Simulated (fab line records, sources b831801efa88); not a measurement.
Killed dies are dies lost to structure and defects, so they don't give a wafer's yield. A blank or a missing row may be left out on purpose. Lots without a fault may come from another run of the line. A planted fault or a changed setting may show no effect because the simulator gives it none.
Chamber matching | flow gf180mcu | GF_V2_CMP_26 on cmp-02: 4 sister chambers
The step polishes, stops on SiO2, t overpolish 15 s, target thk 0 nm. 8 wafers are shown with their chamber, then 7 later ones without.

WAFERS WITH THEIR CHAMBER
wafer  | chamber | motor_current_A (A) | time_to_endpoint_s (s)
L774.2 | 3       | 8.7                 | 80
L775.1 | 2       | 11.9                | 89
L775.5 | 3       | 9.7                 | 84
L776.1 | 0       | 11.6                | 79
L793.2 | 2       | 11.6                | 86
L793.6 | 1       | 14.0                | 82
L794.2 | 0       | 11.7                | 79
L794.4 | 1       | 14.9                | 84

WAFERS WITHOUT THEIR CHAMBER
wafer  | motor_current_A (A) | time_to_endpoint_s (s)
L794.5 | 15.8                | 83
L795.1 | 11.8                | 83
L795.3 | 11.5                | 89
L795.6 | 9.2                 | 85
L796.1 | 11.6                | 80
L796.2 | 11.7                | 89
L796.4 | 14.8                | 85

WHICH CHAMBER EACH WENT THROUGH
wafer  | from the rows above     | in truth
L794.5 | 1                       | 1
L795.1 | can't be placed: 0 or 2 | 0
L795.3 | 2                       | 2
L795.6 | 3                       | 3
L796.1 | 0                       | 0
L796.2 | 2                       | 2
L796.4 | 1                       | 1
Placed correctly: 6 of 7. Can't be placed from these rows: 1 (the true chamber is among the candidates in 1). Placed wrongly: 0.
How it was worked out, from the rows above alone: a wafer's distance from a chamber is the root of the sum, over the readings, of the square of ((its reading less the chamber's mean) divided by the reading's scatter). The wafer belongs to the nearest chamber; if the next one is less than 2 further off, it can't be placed. A chamber's mean is the mean of its shown wafers. The scatter: the root of (the sum of the squares of (reading less its chamber's mean) over the shown wafers, divided by (wafers less chambers)).
